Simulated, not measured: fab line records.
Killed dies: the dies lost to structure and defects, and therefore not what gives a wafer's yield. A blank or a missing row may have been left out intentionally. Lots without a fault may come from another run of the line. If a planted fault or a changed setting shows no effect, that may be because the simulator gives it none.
One fault through the eyes of 2 desks + flow sfq line + each desk holds nothing but its own numbers, with what lay behind them at the end

== AT THE METROLOGY DESK ==
Lot by lot, what the gauges showed, no matter which tool ran the lot: averages of those sampled wafers that carry a number. Marked OUT: a lot whose mean sits more than 4 standard deviations from the usual mean, which makes it out of limits; the brackets give that distance.
Columns: A = M3_OVL at SFQ_M3_OVL_MEAS_921, usual 3 nm
| lot  | first seen here | A  |
|------|-----------------|----|
| L859 | day 27 15:49    | 4  |
| L860 | day 28 00:12    | -5 |
| L862 | day 28 13:59    | 1  |
| L863 | day 29 02:37    | 10 |
| L865 | day 29 14:37    | 8  |
| L866 | day 30 03:48    | 3  |
| L872 | day 33 02:03    | 7  |
| L873 | day 33 12:24    | 3  |
| L874 | day 34 02:49    | -3 |
| L875 | day 34 06:24    | 1  |
| L877 | day 35 00:25    | 4  |
| L878 | day 35 02:49    | 0  |
| L879 | day 35 10:00    | -7 |
| L880 | day 35 11:13    | 9  |
| L882 | day 35 19:36    | 4  |
This desk found nothing out of limits on any of the 15 lots.

== FOR THE TOOL OWNER'S DESK: rie diel-03 ==
The tool's own readings at SFQ_TRILAYER_I4_VIA_ETCH_VIA_ETCH_106 (etches SiO2 in CHF3, stops on Nb, target depth 260 nm): means of the sampled wafers that have a number, for each lot that ran on this tool. Marked OUT: a lot whose mean sits more than 4 standard deviations from the usual mean, which makes it out of limits; the brackets give that distance.
Columns: A = bias w at SFQ_TRILAYER_I4_VIA_ETCH_VIA_ETCH_106, usual 79.99 W; B = drypump motor current A at SFQ_TRILAYER_I4_VIA_ETCH_VIA_ETCH_106, usual 5.68 A; C = oes product au at SFQ_TRILAYER_I4_VIA_ETCH_VIA_ETCH_106, usual 0.854 a.u.
| lot  | first seen here | A               | B    | C     |
|------|-----------------|-----------------|------|-------|
| L860 | day 37 11:23    | 79.86           | 5.62 | 0.845 |
| L863 | day 38 08:59    | 94.13 (+61) OUT | 5.77 | 0.848 |
| L865 | day 38 20:23    | 94.01 (+61) OUT | 5.76 | 0.855 |
| L866 | day 39 04:47    | 93.84 (+60) OUT | 5.75 | 0.850 |
| L873 | day 42 21:08    | 80.08           | 5.67 | 0.854 |
| L874 | day 44 12:41    | 80.07           | 5.56 | 0.862 |
| L875 | day 50 14:13    | 80.13           | 5.57 | 0.856 |
| L877 | day 51 08:13    | 80.16           | 5.61 | 0.852 |
| L879 | day 52 14:36    | 80.05           | 5.62 | 0.855 |
Finding of this desk: L863, L865, L866 out of limits; the first was L863 at day 38 08:59, on bias w at SFQ_TRILAYER_I4_VIA_ETCH_VIA_ETCH_106. L860, L873, L874, L875, L877, L879 stayed within limits.

== BROUGHT TOGETHER ==
The tool owner's desk could have raised an alarm at day 38 08:59, on L863, L865, L866.
Metrology desk: nothing out of limits seen.
The metrology desk has L863, L865, L866 on record, within its limits.
SFQ_TRILAYER_I4_VIA_ETCH_VIA_ETCH_106 was run on rie diel-03 by each of the lots named.

== WHAT WAS PUT IN BY THE SIMULATOR ==
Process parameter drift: rie diel-03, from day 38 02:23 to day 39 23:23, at SFQ_TRILAYER_I4_VIA_ETCH_VIA_ETCH_106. A move of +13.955 in setting bias w, from 80. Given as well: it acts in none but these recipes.
Struck lots among those shown: L863, L865, L866.
How many hours passed from the start of the fault until each desk's first out-of-limits reading: the tool owner's desk, 7.
